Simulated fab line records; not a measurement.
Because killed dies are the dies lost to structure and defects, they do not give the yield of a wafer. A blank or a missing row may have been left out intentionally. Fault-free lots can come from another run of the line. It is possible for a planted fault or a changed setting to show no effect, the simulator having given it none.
fab line records + flow sky130
record:
- lots: 5
- wafers: 15
- last-day: 50
route steps=708 shown CONTACT@424 METAL1@434 PAD_OPEN@708
lots untouched by any fault: they come from a run of this same line in which no faults occurred
start-h: the number of hours between the record's first day and the start of the first shown wafer of the lot + wait-h: time in hours since the lot's previous step + " repeats the value in the row above + L1.1+2: a row that stands for several wafers + - no value, or no start given + * or withheld: withheld + < > ~ a bound
route shown NAME@n: NAME is a module with steps in the file, n the number in the route of the first one + usual: the fault-free wafers' mean and standard deviation + same: alike in all rows + chamber/n: place in a boat + sites: per-site readings + _std_site: the values' standard deviation + _edge_site: inner sites' mean taken away from outer sites' mean + radius-mm: how far each site lies from the wafer's centre + mask NAME#n: copy n + behind: the most recent tool/chamber to have shaped the wafer + hold: why the lot went on hold/how many hours it stayed there/how the hold came to an end + device: which transistor (n, p or np) failed to switch + end of line: the tests these same wafers got at the end of their route + a step without rows: its recipe alone + killed: the dies lost at the first sort to structure and to defects; this is not the yield of the wafer + map: a wafer's dies, marking killed ones x, the rest . and places with no die _
set.NAME: the setting the step ran with; set.NAME@STEP: the setting that earlier step ran with + model.NAME: the simulator's own value behind a step, which no gauge read
lots at selected steps of the route; one table per step, one row per wafer
services: a tool's chamber out of use, with start hour (start-h, from the record's first day; less than 0 if before it), hours out, and reason
== steps ==
step: SKY_CONTACT_ETCH_18
recipe:
- target: Si3N4
- chemistry: CHF3/O2
- stop-on: TiN
- source-w: 600
- bias-w: 200
- pressure-mtorr: 40
- chf3-flow-sccm: 50
- O2_flow_sccm: 5
- time-s: 39
- target-depth-a: 750
step: SKY_CONTACT_STRIP_19
recipe:
- chemistry: O2/N2
- power-w: 1400
- pressure-mtorr: 1500
- platen-temp-c: withheld
- o2-flow-sccm: 3000
- n2-flow-sccm: 300
- overash-fraction: 0.5
step: SKY_CONTACT_STRIP_20
recipe:
- chemistry: post-etch-residue-remover
- time-s: 1200
- temp-c: 72.5
step: SKY_CONTACT_CLEAN_21
recipe:
- chemistry: IPA
- time-s: 180
- temp-c: 25
step: SKY_CONTACT_CLEAN_22
recipe:
- chemistry: O3/DIW
- dry: n2-spin
step: SKY_CONTACT_SPUTTER_23
recipe:
- material: TiN
- target-thk-nm: 20
- chamber-pressure-pa: 5
- power-w: 4000
- time-s: 80
usual:
- cathode-dc-power-W: 4000.1/0.76
- throttle-valve-pct: 29.9/1
| lot.wafer | tool           | chamber | start-h | wait-h | cathode-dc-power-W | throttle-valve-pct |
|-----------|----------------|---------|---------|--------|--------------------|--------------------|
| L436.2    | pvd-sputter-02 | -       | 740.04  | 0.0    | 3999.4             | 27.4               |
| L436.3    | "              | -       | "       | "      | 3999.3             | 30.4               |
| L436.5    | "              | -       | "       | "      | 3998.9             | 29.7               |
| L443.2    | pvd-sputter-03 | -       | 793.54  | 0.0    | 3998.5             | 30.0               |
| L443.5    | "              | -       | "       | "      | 4000.0             | 29.9               |
| L443.6    | "              | -       | "       | "      | 4000.2             | 29.7               |
| L449.1    | pvd-sputter-01 | -       | 839.33  | 0.0    | 4000.2             | 29.2               |
| L449.4    | "              | -       | "       | "      | 3999.9             | 30.9               |
| L449.6    | "              | -       | "       | "      | 3999.6             | 31.2               |
| L457.3    | pvd-sputter-01 | -       | 896.09  | 0.0    | 3999.7             | 29.3               |
| L457.4    | "              | -       | "       | "      | 3999.9             | 30.8               |
| L457.6    | "              | -       | "       | "      | 3998.6             | 31.1               |
| L458.1    | pvd-sputter-01 | -       | 902.32  | 0.0    | 4000.3             | 30.9               |
| L458.2    | "              | -       | "       | "      | 4000.1             | 31.0               |
| L458.6    | "              | -       | "       | "      | 3999.6             | 31.3               |
step: SKY_CONTACT_CVD_24
recipe:
- material: W
- target-thk-nm: 340
- time-s: 102.12
- temp-c: 400
- pressure-torr: 40
usual:
- heater-power-w: 820/51
| lot.wafer | tool     | chamber | start-h | wait-h | heater-power-w | since-wet-clean-h |
|-----------|----------|---------|---------|--------|----------------|-------------------|
| L436.2    | cvd-w-01 | 0       | 740.10  | 0.0    | 802            | 336               |
| L436.3    | "        | 0       | "       | "      | 833            | -                 |
| L436.5    | "        | 0       | "       | "      | 833            | -                 |
| L443.2    | cvd-w-02 | 1       | 793.64  | 0.1    | 783            | -                 |
| L443.5    | "        | 1       | "       | "      | 774            | -                 |
| L443.6    | "        | 1       | "       | "      | 787            | -                 |
| L449.1    | cvd-w-01 | 1       | 839.39  | 0.0    | 869            | 435               |
| L449.4    | "        | 1       | "       | "      | 866            | -                 |
| L449.6    | "        | 0       | "       | "      | 837            | -                 |
| L457.3    | cvd-w-01 | 1       | 896.19  | 0.1    | 884            | -                 |
| L457.4    | "        | 0       | "       | "      | 821            | -                 |
| L457.6    | "        | 1       | "       | "      | 888            | -                 |
| L458.1    | cvd-w-02 | 1       | 902.38  | 0.0    | 788            | 998               |
| L458.2    | "        | 0       | "       | "      | 757            | 998               |
| L458.6    | "        | 1       | "       | "      | 770            | -                 |
step: SKY_CONTACT_RS_MEAS_25
recipe:
- thk-meas-gauge: four-point-probe
- reads: W_of_CONTACT_CVD_24+TiN_of_CONTACT_SPUTTER_23
usual:
- CONTACT_W_RS: 0.337/0.0037
| lot.wafer | tool          | chamber | start-h | wait-h | CONTACT_W_RS[ohm/sq] |
|-----------|---------------|---------|---------|--------|----------------------|
| L436.2    | film-metro-01 | -       | 740.23  | 0.1    | 0.332                |
| L436.3    | "             | -       | "       | "      | 0.331                |
| L436.5    | "             | -       | "       | "      | 0.333                |
| L443.2    | film-metro-04 | -       | 793.85  | 0.2    | 0.334                |
| L443.5    | "             | -       | "       | "      | 0.338                |
| L443.6    | "             | -       | "       | "      | 0.336                |
| L449.1    | film-metro-01 | -       | 839.50  | 0.1    | 0.343                |
| L449.4    | "             | -       | "       | "      | 0.339                |
| L449.6    | "             | -       | "       | "      | 0.344                |
| L457.3    | film-metro-04 | -       | 896.31  | 0.1    | 0.335                |
| L457.4    | "             | -       | "       | "      | 0.337                |
| L457.6    | "             | -       | "       | "      | 0.335                |
| L458.1    | film-metro-04 | -       | 902.49  | 0.1    | 0.339                |
| L458.2    | "             | -       | "       | "      | 0.332                |
| L458.6    | "             | -       | "       | "      | 0.343                |
step: SKY_CONTACT_THK_MEAS_26
recipe:
- thk-meas-gauge: xrf
- reads: W_of_CONTACT_CVD_24
usual:
- CONTACT_W_THK: 343/5.1
| lot.wafer | tool          | chamber | start-h | wait-h | CONTACT_W_THK[nm] |
|-----------|---------------|---------|---------|--------|-------------------|
| L436.2    | film-metro-01 | -       | 740.34  | 0.1    | 343               |
| L436.3    | "             | -       | "       | "      | 348               |
| L436.5    | "             | -       | "       | "      | 347               |
| L443.2    | film-metro-04 | -       | 793.96  | 0.1    | 349               |
| L443.5    | "             | -       | "       | "      | 344               |
| L443.6    | "             | -       | "       | "      | 348               |
| L449.1    | film-metro-01 | -       | 839.62  | 0.1    | 337               |
| L449.4    | "             | -       | "       | "      | 342               |
| L449.6    | "             | -       | "       | "      | 336               |
| L457.3    | film-metro-04 | -       | 896.41  | 0.1    | 349               |
| L457.4    | "             | -       | "       | "      | 346               |
| L457.6    | "             | -       | "       | "      | 347               |
| L458.1    | film-metro-04 | -       | 902.61  | 0.1    | 344               |
| L458.2    | "             | -       | "       | "      | 353               |
| L458.6    | "             | -       | "       | "      | 342               |
step: SKY_CONTACT_CMP_27
recipe:
- stop-on: SiO2
- t-overpolish-s: 15
- down-force-psi: 3.5
- platen-rpm: 60
- target-thk-nm: 0
- pad-velocity-m-s: 0.94248
step: SKY_METAL1_SPUTTER_00
recipe:
- material: Ti
- target-thk-nm: 15
- power-w: 3000
- time-s: 10
- chamber-pressure-pa: 0.4
step: SKY_METAL1_SPUTTER_01
recipe:
- material: TiN
- target-thk-nm: 20
- power-w: 6500
- time-s: 16.7
- chamber-pressure-pa: 0.4
usual:
- cathode-dc-power-W: 6500.0/1.2
- throttle-valve-pct: 30.3/0.8
| lot.wafer | tool           | chamber | start-h | wait-h | cathode-dc-power-W | throttle-valve-pct |
|-----------|----------------|---------|---------|--------|--------------------|--------------------|
| L436.2    | pvd-sputter-01 | -       | 740.72  | 0.0    | 6500.3             | 28.8               |
| L436.3    | "              | -       | "       | "      | 6498.1             | 30.5               |
| L436.5    | "              | -       | "       | "      | 6500.0             | 31.0               |
| L443.2    | pvd-sputter-04 | -       | 794.33  | 0.0    | 6501.6             | 30.2               |
| L443.5    | "              | -       | "       | "      | 6499.5             | 30.4               |
| L443.6    | "              | -       | "       | "      | 6500.9             | 31.1               |
| L449.1    | pvd-sputter-04 | -       | 840.02  | 0.0    | 6501.4             | 30.5               |
| L449.4    | "              | -       | "       | "      | 6498.6             | 29.0               |
| L449.6    | "              | -       | "       | "      | 6499.9             | 30.3               |
| L457.3    | pvd-sputter-03 | -       | 896.77  | 0.0    | 6498.8             | 29.9               |
| L457.4    | "              | -       | "       | "      | 6500.0             | 29.8               |
| L457.6    | "              | -       | "       | "      | 6501.3             | 31.7               |
| L458.1    | pvd-sputter-03 | -       | 902.99  | 0.0    | 6499.1             | 29.7               |
| L458.2    | "              | -       | "       | "      | 6499.2             | 31.8               |
| L458.6    | "              | -       | "       | "      | 6499.6             | 29.7               |
step: SKY_METAL1_SPUTTER_02
recipe:
- material: AlCu
- target-thk-nm: 250
- power-w: 10600
- time-s: 13.3
- chamber-pressure-pa: 0.4
usual:
- cathode-dc-power-W: 10600/1.9
- throttle-valve-pct: 30.3/0.81
| lot.wafer | tool           | chamber | start-h | wait-h | cathode-dc-power-W | throttle-valve-pct | model.AlCu_of_METAL1_SPUTTER_02.thk-nm |
|-----------|----------------|---------|---------|--------|--------------------|--------------------|----------------------------------------|
| L436.2    | pvd-sputter-01 | -       | 740.74  | 0.0    | 10601              | 29.4               | 245.9                                  |
| L436.3    | "              | -       | "       | "      | 10598              | 30.6               | 253.9                                  |
| L436.5    | "              | -       | "       | "      | 10602              | 31.0               | 251.1                                  |
| L443.2    | pvd-sputter-04 | -       | 794.35  | 0.0    | 10597              | 30.4               | 245.9                                  |
| L443.5    | "              | -       | "       | "      | 10597              | 30.5               | 245.9                                  |
| L443.6    | "              | -       | "       | "      | 10597              | 31.5               | 249                                    |
| L449.1    | pvd-sputter-04 | -       | 840.05  | 0.0    | 11615              | 30.5               | 269.6                                  |
| L449.4    | "              | -       | "       | "      | 10602              | 28.9               | 246.3                                  |
| L449.6    | "              | -       | "       | "      | 10601              | 30.3               | 242.4                                  |
| L457.3    | pvd-sputter-03 | -       | 896.79  | 0.0    | 10602              | 29.9               | 253.9                                  |
| L457.4    | "              | -       | "       | "      | 10600              | 29.8               | 252                                    |
| L457.6    | "              | -       | "       | "      | 10603              | 31.8               | 248.8                                  |
| L458.1    | pvd-sputter-03 | -       | 903.02  | 0.0    | 10602              | 29.7               | 254.4                                  |
| L458.2    | "              | -       | "       | "      | 10601              | 31.8               | 247.8                                  |
| L458.6    | "              | -       | "       | "      | 10599              | 29.8               | 250.6                                  |
step: SKY_METAL1_SPUTTER_03
recipe:
- material: Ti
- target-thk-nm: 5
- power-w: 3000
- time-s: 3.3
- chamber-pressure-pa: 0.4
usual:
- cathode-dc-power-W: 3000.0/0.53
- throttle-valve-pct: 30.3/0.8
| lot.wafer | tool           | chamber | start-h | wait-h | cathode-dc-power-W | throttle-valve-pct |
|-----------|----------------|---------|---------|--------|--------------------|--------------------|
| L436.2    | pvd-sputter-01 | -       | 740.77  | 0.0    | 3000.2             | 29.1               |
| L436.3    | "              | -       | "       | "      | 3000.2             | 30.8               |
| L436.5    | "              | -       | "       | "      | 3000.6             | 30.8               |
| L443.2    | pvd-sputter-04 | -       | 794.38  | 0.0    | 2999.9             | 30.4               |
| L443.5    | "              | -       | "       | "      | 3000.8             | 30.1               |
| L443.6    | "              | -       | "       | "      | 3000.7             | 31.3               |
| L449.1    | pvd-sputter-04 | -       | 840.07  | 0.0    | 3000.0             | 30.6               |
| L449.4    | "              | -       | "       | "      | 2999.5             | 29.0               |
| L449.6    | "              | -       | "       | "      | 2999.7             | 30.3               |
| L457.3    | pvd-sputter-03 | -       | 896.82  | 0.0    | 3000.3             | 29.9               |
| L457.4    | "              | -       | "       | "      | 2999.2             | 29.5               |
| L457.6    | "              | -       | "       | "      | 3000.3             | 32.0               |
| L458.1    | pvd-sputter-03 | -       | 903.04  | 0.0    | 3000.1             | 29.8               |
| L458.2    | "              | -       | "       | "      | 3000.1             | 31.9               |
| L458.6    | "              | -       | "       | "      | 3000.1             | 29.4               |
step: SKY_METAL1_SPUTTER_04
recipe:
- material: TiN
- target-thk-nm: 70
- power-w: 6500
- time-s: 58.3
- chamber-pressure-pa: 0.4
usual:
- cathode-dc-power-W: 6500.1/1.2
- throttle-valve-pct: 30.3/0.78
| lot.wafer | tool           | chamber | start-h | wait-h | cathode-dc-power-W | throttle-valve-pct |
|-----------|----------------|---------|---------|--------|--------------------|--------------------|
| L436.2    | pvd-sputter-01 | -       | 740.79  | 0.0    | 6500.9             | 29.2               |
| L436.3    | "              | -       | "       | "      | 6499.7             | 30.8               |
| L436.5    | "              | -       | "       | "      | 6500.2             | 30.8               |
| L443.2    | pvd-sputter-04 | -       | 794.40  | 0.0    | 6498.7             | 30.1               |
| L443.5    | "              | -       | "       | "      | 6501.4             | 30.2               |
| L443.6    | "              | -       | "       | "      | 6498.4             | 31.3               |
| L449.1    | pvd-sputter-04 | -       | 840.09  | 0.0    | 6499.0             | 30.3               |
| L449.4    | "              | -       | "       | "      | 6499.1             | 29.1               |
| L449.6    | "              | -       | "       | "      | 6500.5             | 30.2               |
| L457.3    | pvd-sputter-03 | -       | 896.84  | 0.0    | 6500.9             | 29.9               |
| L457.4    | "              | -       | "       | "      | 6502.8             | 29.7               |
| L457.6    | "              | -       | "       | "      | 6499.7             | 31.7               |
| L458.1    | pvd-sputter-03 | -       | 903.06  | 0.0    | 6497.9             | 29.4               |
| L458.2    | "              | -       | "       | "      | 6500.4             | 31.7               |
| L458.6    | "              | -       | "       | "      | 6500.2             | 29.8               |
step: SKY_METAL1_RS_MEAS_05
recipe:
- thk-meas-gauge: four-point-probe
- reads: TiN_of_METAL1_SPUTTER_04+Ti_of_METAL1_SPUTTER_03+AlCu_of_METAL1_SPUTTER_02+TiN_of_METAL1_SPUTTER_01+Ti_of_METAL1_SPUTTER_00
usual:
- METAL1_ALCU_RS: 0.1274/0.0021
| lot.wafer | tool          | chamber | start-h | wait-h | hold                     | METAL1_ALCU_RS[ohm/sq] |
|-----------|---------------|---------|---------|--------|--------------------------|------------------------|
| L436.2    | film-metro-02 | -       | 740.85  | 0.0    | -                        | 0.1290                 |
| L436.3    | "             | -       | "       | "      | -                        | 0.1251                 |
| L436.5    | "             | -       | "       | "      | -                        | 0.1262                 |
| L443.2    | film-metro-02 | -       | 794.47  | 0.0    | -                        | 0.1290                 |
| L443.5    | "             | -       | "       | "      | -                        | 0.1291                 |
| L443.6    | "             | -       | "       | "      | -                        | 0.1272                 |
| L449.1    | film-metro-01 | -       | 840.14  | 0.0    | await-dispo/0.2h/release | 0.1171                 |
| L449.4    | "             | -       | "       | "      | await-dispo/0.2h/release | 0.1287                 |
| L449.6    | "             | -       | "       | "      | await-dispo/0.2h/release | 0.1310                 |
| L449.1    | film-metro-01 | -       | 840.43  | 0.3    | -                        | 0.1172                 |
| L449.4    | "             | -       | "       | "      | -                        | 0.1289                 |
| L449.6    | "             | -       | "       | "      | -                        | 0.1307                 |
| L457.3    | film-metro-02 | -       | 896.93  | 0.1    | -                        | 0.1249                 |
| L457.4    | "             | -       | "       | "      | -                        | 0.1258                 |
| L457.6    | "             | -       | "       | "      | -                        | 0.1275                 |
| L458.1    | film-metro-01 | -       | 903.11  | 0.0    | -                        | 0.1245                 |
| L458.2    | "             | -       | "       | "      | -                        | 0.1279                 |
| L458.6    | "             | -       | "       | "      | -                        | 0.1264                 |
step: SKY_METAL1_THK_MEAS_06
recipe:
- thk-meas-gauge: xrf
- reads: AlCu_of_METAL1_SPUTTER_02
usual:
- METAL1_ALCU_THK: 247/4.3
| lot.wafer | tool          | chamber | start-h | wait-h | hold                     | METAL1_ALCU_THK[nm] |
|-----------|---------------|---------|---------|--------|--------------------------|---------------------|
| L436.2    | film-metro-02 | -       | 740.96  | 0.1    | -                        | 242                 |
| L436.3    | "             | -       | "       | "      | -                        | 251                 |
| L436.5    | "             | -       | "       | "      | -                        | 247                 |
| L443.2    | film-metro-02 | -       | 794.58  | 0.1    | -                        | 242                 |
| L443.5    | "             | -       | "       | "      | -                        | 243                 |
| L443.6    | "             | -       | "       | "      | -                        | 246                 |
| L449.1    | film-metro-01 | -       | 842.71  | 2.3    | await-dispo/0.2h/release | 271                 |
| L449.4    | "             | -       | "       | "      | await-dispo/0.2h/release | 248                 |
| L449.6    | "             | -       | "       | "      | await-dispo/0.2h/release | 241                 |
| L449.1    | film-metro-01 | -       | 842.94  | 0.2    | -                        | 268                 |
| L449.4    | "             | -       | "       | "      | -                        | 245                 |
| L449.6    | "             | -       | "       | "      | -                        | 241                 |
| L457.3    | film-metro-02 | -       | 897.03  | 0.1    | -                        | 251                 |
| L457.4    | "             | -       | "       | "      | -                        | 249                 |
| L457.6    | "             | -       | "       | "      | -                        | 245                 |
| L458.1    | film-metro-01 | -       | 903.23  | 0.1    | -                        | 252                 |
| L458.2    | "             | -       | "       | "      | -                        | 246                 |
| L458.6    | "             | -       | "       | "      | -                        | 248                 |
step: SKY_PAD_OPEN_PROBE_99
usual:
- defect-limited-yield: 82.7/1.8
- killed_at_M0_to_M3: 42/7.2
- killed_at_M4_up: 3.4/2.1
- killed-at-contacts: 24/5.4
- killed-at-front-end: 15/4
- killed-at-other: 0.3/0.53
- killed-dies: 85/8.8
- killed-open: 47/6.7
- killed-short: 38/6.5
- sort_bin_3_pad_short: 0.8/0.4
- sort_bin_5_function: 10.2/1.3
- sort_bin_6_memory: 6.2/1.2
- sort-n-pass: 407/8.8
- sort-yield-pct: 82.7/1.8
same:
- gross-dies: 492
- killed-at-back-side: 0
- sort_bin_4_leakage[%]: 0
- sort_bin_8_speed[%]: 0
| lot.wafer | tool      | chamber | start-h | wait-h | defect-limited-yield[%] | killed_at_M0_to_M3 | killed_at_M4_up | killed-at-contacts | killed-at-front-end | killed-at-other | killed-dies | killed-open | killed-short | sort_bin_3_pad_short[%] | sort_bin_5_function[%] | sort_bin_6_memory[%] | sort-n-pass | sort-yield-pct[%] | model.etest.met1.line-ohm-um | model.etest.met1.rs-ohm-sq |
|-----------|-----------|---------|---------|--------|-------------------------|--------------------|-----------------|--------------------|---------------------|-----------------|-------------|-------------|--------------|-------------------------|------------------------|----------------------|-------------|-------------------|------------------------------|----------------------------|
| L436.2    | prober-02 | -       | 1079.19 | 0.1    | 83.7                    | 38                 | 2               | 22                 | 18                  | 0               | 80          | 52          | 28           | 0.4                     | 9.3                    | 6.5                  | 412         | 83.7              | 0.9387                       | 0.131                      |
| L436.3    | prober-02 | -       | 1079.24 | 0.2    | 83.1                    | 38                 | 3               | 23                 | 19                  | 0               | 83          | 49          | 33           | 0.6                     | 9.6                    | 6.7                  | 409         | 83.1              | 0.8933                       | 0.1276                     |
| L436.5    | prober-02 | -       | 1079.34 | 0.2    | 81.7                    | 41                 | 3               | 34                 | 11                  | 1               | 90          | 52          | 38           | 1.0                     | 8.5                    | 8.7                  | 402         | 81.7              | 0.8967                       | 0.1278                     |
| L443.2    | prober-01 | -       | 1120.86 | 0.1    | 81.1                    | 45                 | 5               | 24                 | 19                  | 0               | 93          | 49          | 44           | 1.0                     | 10.4                   | 7.5                  | 399         | 81.1              | 0.9148                       | 0.1318                     |
| L443.5    | prober-01 | -       | 1121.01 | 0.2    | 84.1                    | 37                 | 5               | 21                 | 15                  | 0               | 78          | 51          | 27           | 0.8                     | 8.7                    | 6.3                  | 414         | 84.1              | 0.8889                       | 0.1307                     |
| L443.6    | prober-01 | -       | 1121.06 | 0.2    | 83.9                    | 34                 | 3               | 29                 | 13                  | 0               | 79          | 47          | 32           | 0.6                     | 9.8                    | 5.7                  | 413         | 83.9              | 0.856                        | 0.1294                     |
| L449.1    | prober-01 | -       | 1157.43 | 0.1    | 83.1                    | 44                 | 2               | 22                 | 15                  | 0               | 83          | 49          | 34           | 1.6                     | 9.1                    | 6.1                  | 409         | 83.1              | 0.8054                       | 0.1181                     |
| L449.4    | prober-01 | -       | 1157.58 | 0.2    | 84.3                    | 38                 | 1               | 25                 | 12                  | 1               | 77          | 34          | 43           | 0.6                     | 11.0                   | 4.1                  | 415         | 84.3              | 0.9168                       | 0.13                       |
| L449.6    | prober-01 | -       | 1157.68 | 0.2    | 85.0                    | 47                 | 4               | 20                 | 3                   | 0               | 74          | 40          | 34           | 1.2                     | 10.2                   | 3.7                  | 418         | 85.0              | 0.9121                       | 0.1323                     |
| L457.3    | prober-02 | -       | 1193.14 | 0.2    | 80.5                    | 52                 | 4               | 27                 | 13                  | 0               | 96          | 51          | 45           | 0.8                     | 12.4                   | 6.3                  | 396         | 80.5              | 0.957                        | 0.1258                     |
| L457.4    | prober-02 | -       | 1193.19 | 0.2    | 81.1                    | 46                 | 3               | 32                 | 11                  | 1               | 93          | 49          | 44           | 1.2                     | 10.0                   | 7.7                  | 399         | 81.1              | 0.9338                       | 0.1262                     |
| L457.6    | prober-02 | -       | 1193.29 | 0.2    | 81.7                    | 47                 | 6               | 22                 | 14                  | 1               | 90          | 51          | 39           | 0.4                     | 9.1                    | 8.7                  | 402         | 81.7              | 0.9501                       | 0.1283                     |
| L458.1    | prober-01 | -       | 1196.84 | 0.1    | 84.1                    | 38                 | 5               | 18                 | 16                  | 1               | 78          | 39          | 38           | 0.8                     | 7.1                    | 7.9                  | 414         | 84.1              | 0.9023                       | 0.126                      |
| L458.2    | prober-01 | -       | 1196.89 | 0.1    | 83.5                    | 42                 | 4               | 19                 | 15                  | 1               | 81          | 44          | 34           | 0.8                     | 8.1                    | 7.5                  | 411         | 83.5              | 0.8958                       | 0.1291                     |
| L458.6    | prober-01 | -       | 1197.09 | 0.2    | 81.7                    | 49                 | 2               | 24                 | 15                  | 0               | 90          | 43          | 47           | 1.2                     | 9.8                    | 7.3                  | 402         | 81.7              | 0.917                        | 0.1282                     |
killed by level:class
L436.2 VIA1:geometric-particle:open=10 CONTACT:geometric-particle:open=8 VIA2:geometric-particle:open=7 VIA3:geometric-particle:open=7 POLY_GATE:geometric-particle:open=6 LI_CONTACT:geometric-particle:open=6 POLY_GATE:geometric-particle:short=5 LI_CONTACT:geometric-particle:short=4
L436.3 VIA3:geometric-particle:open=12 CONTACT:geometric-particle:open=10 VIA1:geometric-particle:open=7 POLY_GATE:geometric-particle:open=6 LI_CONTACT:geometric-particle:open=6 METAL1:geometric-particle:short=5 FIELD_ISO:geometric-particle:open=4 VIA1:geometric-particle:short=4
L436.5 CONTACT:geometric-particle:open=14 VIA1:geometric-particle:open=14 LOCAL_INTERCONNECT:geometric-particle:short=6 LI_CONTACT:geometric-particle:open=5 CONTACT:geometric-particle:short=5 VIA3:geometric-particle:open=5 VIA1:geometric-particle:short=5 METAL2:geometric-particle:short=4
L443.2 VIA1:geometric-particle:open=11 CONTACT:geometric-particle:open=9 CONTACT:geometric-particle:short=7 LI_CONTACT:geometric-particle:open=6 VIA3:geometric-particle:open=6 VIA1:geometric-particle:short=5 METAL1:geometric-particle:short=5 FIELD_ISO:geometric-particle:short=4
L443.5 VIA2:geometric-particle:open=12 VIA1:geometric-particle:open=8 CONTACT:geometric-particle:open=8 LI_CONTACT:geometric-particle:open=5 FIELD_ISO:geometric-particle:open=4 VIA2:geometric-particle:short=4 METAL2:geometric-particle:short=4 VIA3:geometric-particle:open=4
L443.6 CONTACT:geometric-particle:open=12 VIA2:geometric-particle:open=10 VIA1:geometric-particle:open=7 LI_CONTACT:geometric-particle:open=6 POLY_GATE:geometric-particle:open=5 CONTACT:geometric-particle:short=5 METAL2:geometric-particle:short=4 FIELD_ISO:geometric-particle:open=3
L449.1 VIA1:geometric-particle:open=17 VIA2:geometric-particle:open=10 LOCAL_INTERCONNECT:geometric-particle:short=8 CONTACT:geometric-particle:open=7 FIELD_ISO:geometric-particle:short=6 CONTACT:geometric-particle:short=4 METAL1:geometric-particle:short=4 VIA1:geometric-particle:short=4
L449.4 VIA1:geometric-particle:short=8 VIA2:geometric-particle:open=8 LI_CONTACT:geometric-particle:open=7 CONTACT:geometric-particle:short=7 VIA1:geometric-particle:open=7 POLY_GATE:geometric-particle:short=5 LOCAL_INTERCONNECT:geometric-particle:short=5 CONTACT:geometric-particle:open=4
L449.6 METAL2:geometric-particle:short=7 LI_CONTACT:geometric-particle:open=6 VIA1:geometric-particle:open=6 VIA2:geometric-particle:open=6 VIA3:geometric-particle:open=6 CONTACT:geometric-particle:open=5 LOCAL_INTERCONNECT:geometric-particle:short=5 VIA3:geometric-particle:short=5
L457.3 VIA1:geometric-particle:open=12 CONTACT:geometric-particle:open=11 METAL2:geometric-particle:short=8 LI_CONTACT:geometric-particle:open=8 FIELD_ISO:geometric-particle:short=5 POLY_GATE:geometric-particle:open=5 CONTACT:geometric-particle:short=5 VIA1:geometric-particle:short=5
L457.4 LI_CONTACT:geometric-particle:open=10 CONTACT:geometric-particle:open=10 METAL1:geometric-particle:short=8 METAL2:geometric-particle:short=7 VIA2:geometric-particle:open=7 VIA1:geometric-particle:open=6 VIA2:geometric-particle:short=6 CONTACT:geometric-particle:short=5
L457.6 VIA1:geometric-particle:open=16 VIA3:geometric-particle:open=9 LI_CONTACT:geometric-particle:open=8 POLY_GATE:geometric-particle:short=6 CONTACT:geometric-particle:open=6 VIA2:geometric-particle:open=5 METAL2:geometric-particle:short=5 LI_CONTACT:geometric-particle:short=4
L458.1 CONTACT:geometric-particle:short=6 CONTACT:geometric-particle:open=6 VIA1:geometric-particle:open=6 VIA2:geometric-particle:open=6 FIELD_ISO:geometric-particle:short=5 POLY_GATE:geometric-particle:open=5 METAL1:geometric-particle:short=5 VIA1:geometric-particle:short=5
L458.2 VIA1:geometric-particle:open=10 CONTACT:geometric-particle:open=8 VIA2:geometric-particle:open=6 VIA3:geometric-particle:open=6 VIA1:geometric-particle:short=5 METAL2:geometric-particle:short=5 LI_CONTACT:geometric-particle:open=4 METAL1:geometric-particle:short=4
L458.6 CONTACT:geometric-particle:open=11 VIA1:geometric-particle:open=9 METAL1:geometric-particle:short=7 VIA2:geometric-particle:open=7 VIA3:geometric-particle:short=6 METAL2:geometric-particle:short=6 VIA1:geometric-particle:short=5 LI_CONTACT:geometric-particle:open=4
== services ==
| tool           | chamber | start-h | hours | kind                   |
|----------------|---------|---------|-------|------------------------|
| pvd-sputter-03 | 2       | 741.59  | -     | consumable-replace:kit |
| pvd-sputter-03 | 2       | 741.59  | 18.0  | scheduled-down         |
| pvd-sputter-03 | 2       | 741.59  | 18.0  | vent-cycle             |
| pvd-sputter-01 | -       | 744.19  | 2.5   | repair                 |
| cvd-w-02       | 0       | 769.66  | 9.6   | repair                 |
| cvd-w-02       | 0       | 784.36  | 14.0  | repair                 |
| pvd-sputter-04 | 1       | 794.45  | -     | consumable-replace:kit |
| pvd-sputter-04 | 1       | 794.45  | 18.0  | scheduled-down         |
| pvd-sputter-04 | 1       | 794.45  | 18.0  | vent-cycle             |
| cvd-w-02       | -       | 813.73  | 2.8   | pm                     |
| pvd-sputter-01 | 0       | 838.04  | -     | consumable-replace:kit |
| pvd-sputter-01 | 0       | 838.04  | 18.0  | scheduled-down         |
| pvd-sputter-01 | 0       | 838.04  | 18.0  | vent-cycle             |
| pvd-sputter-04 | -       | 839.28  | 0.5   | repair                 |
| pvd-sputter-01 | -       | 847.65  | 0.8   | repair                 |
| cvd-w-01       | -       | 857.58  | 0.6   | repair                 |
== key ==
first-sign:
- step: SKY_METAL1_SPUTTER_02
- reading: cathode-dc-power-W
- direction: up
- sigmas: 99+
- usual: 10600
- struck: 11615
effect:
- step: SKY_METAL1_RS_MEAS_05
- reading: visit
- direction: added
effect:
- step: SKY_METAL1_THK_MEAS_06
- reading: visit
- direction: added
effect:
- step: SKY_METAL1_THK_MEAS_06
- reading: METAL1_ALCU_THK
- direction: up
- sigmas: 5.6
- usual: 247
- struck: 271
model-effect:
- step: SKY_METAL1_SPUTTER_02
- value: AlCu_of_METAL1_SPUTTER_02.thk-nm
- without: 245.7
- struck: 269.6
model-effect:
- step: SKY_PAD_OPEN_PROBE_99
- value: etest.met1.line-ohm-um
- without: 0.8867
- struck: 0.8054
met-at SKY_METAL1_SPUTTER_02
struck-wafers L449.1
fault:
- kind: process-parameter-drift
- tool: pvd-sputter-04
- chamber: -
- onset-h: 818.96
- steps: SKY_METAL1_SPUTTER_02
- channel: power-w
- offset: *
- shape: step
- end-h: 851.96
- acts-in: *
- stated: *
- scope: struck-wafers-only
